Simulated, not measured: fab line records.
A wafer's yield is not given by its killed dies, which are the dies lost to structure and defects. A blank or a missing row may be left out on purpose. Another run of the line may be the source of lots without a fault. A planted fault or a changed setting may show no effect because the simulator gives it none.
2 desks looking at one fault :: flow sky130 :: numbers are kept per desk, each desk with only its own; the story behind them comes last

== TOOL OWNER'S DESK, cvd w-01 ==
The tool's own readings at SKY_LI_CONTACT_CVD_21 (deposits W, target thk 400 nm, time 120.56 s): means of the sampled wafers that have a number, for each lot that ran on this tool. A lot is out of limits, marked OUT, if its mean lies more than 4 standard deviations from the usual mean; the brackets give that distance.
Columns: A = chamber pressure Torr at SKY_LI_CONTACT_CVD_21, usual 39.98 Torr; B = heater power w at SKY_LI_CONTACT_CVD_21, usual 824 W
lot: L633
first seen here: day 29 21:05
A: 40.00
B: 840

lot: L634
first seen here: day 30 08:58
A: 40.01
B: 852

lot: L636
first seen here: day 30 19:06
A: 40.02
B: 812

lot: L637
first seen here: day 31 03:58
A: 39.89
B: 832

lot: L639
first seen here: day 31 20:44
A: 39.91
B: 861

lot: L644
first seen here: day 33 10:29
A: 32.87 (-83) OUT
B: 831

lot: L645
first seen here: day 33 16:02
A: 32.80 (-83) OUT
B: 854
This desk finds L644, L645 out of limits, L644 being first, at day 33 10:29 (chamber pressure Torr at SKY_LI_CONTACT_CVD_21). L633, L634, L636, L637, L639: within limits.

== METROLOGY DESK ==
Lot by lot, what the gauges showed, no matter which tool ran the lot: averages of those sampled wafers that carry a number. A lot is out of limits, marked OUT, if its mean lies more than 4 standard deviations from the usual mean; the brackets give that distance.
Columns: A = cd nm at SKY_SD_P_CD_MEAS_07, usual 380.0 nm; B = SD_N_RS at SKY_SD_N_RS_MEAS_16, usual 68.57 ohm/sq; C = LI_CONTACT_W_RS at SKY_LI_CONTACT_RS_MEAS_22, usual 0.285 ohm/sq; D = LI_CONTACT_W_THK at SKY_LI_CONTACT_THK_MEAS_23, usual 400 nm
lot: L633
first seen here: day 26 04:44
A: 377.0
B: 68.57
C: 0.288
D: 392

lot: L634
first seen here: day 26 17:06
A: 381.3
B: 68.65
C: 0.288
D: 397

lot: L636
first seen here: day 27 04:23
A: 382.3
B: 68.76
C: 0.286
D: 392

lot: L637
first seen here: day 27 11:35
A: 376.6
B: 68.68
C: 0.286
D: 394

lot: L638
first seen here: day 27 19:30
A: 379.2
B: 68.75
C: 0.283
D: 405

lot: L639
first seen here: day 28 04:43
A: 380.6
B: 68.45
C: 0.288
D: 392

lot: L640
first seen here: day 28 18:53
A: 380.5
B: 68.43
C: 0.279
D: 403

lot: L643
first seen here: day 29 11:24
A: 380.8
B: 68.41
C: 0.274
D: 416

lot: L644
first seen here: day 29 21:23
A: 379.0
B: 68.43
C: 0.315 (+6.5) OUT
D: 362 (-5.2) OUT

lot: L645
first seen here: day 30 04:38
A: 379.0
B: 68.58
C: 0.320 (+7.4) OUT
D: 358 (-5.7) OUT

lot: L653
first seen here: day 32 07:19
A: 381.2
B: 68.34
C: 0.280
D: 412

lot: L655
first seen here: day 33 07:26
A: 380.4
B: 68.76
C: 0.283
D: 398
This desk finds L644, L645 out of limits, with the earliest case on L644 at day 33 10:37 (LI_CONTACT_W_RS at SKY_LI_CONTACT_RS_MEAS_22). L633, L634, L636, L637, L638, L639, L640, L643, L653, L655: within limits.

== TAKEN TOGETHER ==
The tool owner's desk could have raised an alarm at day 33 10:29, on L644, L645.
Metrology desk: alarm possible at day 33 10:37 on L644, L645.
Every lot named ran SKY_LI_CONTACT_CVD_21 on cvd w-01.

== WHAT THE SIMULATOR PUT IN ==
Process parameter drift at SKY_LI_CONTACT_CVD_21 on cvd w-01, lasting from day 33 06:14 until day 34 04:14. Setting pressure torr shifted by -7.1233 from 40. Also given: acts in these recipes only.
Struck lots among those shown: L644, L645.
Fault start to first reading out of limits, in hours, per desk: tool owner, 4; metrology, 4.
